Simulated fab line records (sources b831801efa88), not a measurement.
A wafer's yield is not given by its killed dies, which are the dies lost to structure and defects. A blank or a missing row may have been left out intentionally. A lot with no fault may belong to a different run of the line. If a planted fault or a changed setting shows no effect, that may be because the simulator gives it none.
One fault seen from 2 desks ; flow gf180mcu ; numbers are kept per desk, each desk with only its own; the story behind them comes last

AT THE TOOL OWNER'S DESK: pvd sputter-03
The tool's own readings at GF_M3_SPUTTER_03 (material Ti, target thk 10 nm, time 6.7 s): means of the sampled wafers that have a number, for each lot that ran on this tool. A lot is out of limits, marked OUT, if its mean lies more than 4 standard deviations from the usual mean; the brackets give that distance.
Columns: A = throttle valve pct at GF_M3_SPUTTER_03, usual 29.8 %
lot;first seen here;A
L701;day 21 21:52;30.2
L704;day 23 00:26;30.0
L705;day 23 06:23;29.6
L707;day 24 01:13;29.9
L708;day 24 06:29;29.6
L720;day 27 23:08;29.8
This desk's finding: nothing out of limits on any of the 6 lots.

THE METROLOGY DESK
What the gauges read for every lot (on any tool): the sampled wafers with a number, averaged. A lot is out of limits, marked OUT, if its mean lies more than 4 standard deviations from the usual mean; the brackets give that distance.
Columns: A = TOP_METAL_OVL at GF_TOP_METAL_OVL_MEAS_15, usual 0.5 nm; B = PASSIVATION_BOW at GF_PASSIVATION_BOW_MEAS_14, usual 136 um
lot;first seen here;A;B
L698;day 28 07:56;2.0;145
L700;day 29 00:37;-1.9;154
L701;day 29 10:58;2.6;144
L702;day 29 12:55;-0.7;123
L703;day 30 04:37;-0.7;140
L704;day 30 08:19;1.9;133
L705;day 30 11:35;-0.8;135
L706;day 30 14:59;-1.1;144
L707;day 31 03:40;0.6;117
L708;day 31 08:10;0.3;132
L714;day 32 20:04;1.3;125
L715;day 33 00:49;1.8;139
L718;day 33 18:05;2.0;115
L720;day 34 05:55;2.0;135
This desk's finding: nothing out of limits on any of the 14 lots.

PUT TOGETHER
The desk of the tool owner found nothing out of limits.
Metrology desk: nothing out of limits seen.

WHAT THE SIMULATOR HAD INSERTED
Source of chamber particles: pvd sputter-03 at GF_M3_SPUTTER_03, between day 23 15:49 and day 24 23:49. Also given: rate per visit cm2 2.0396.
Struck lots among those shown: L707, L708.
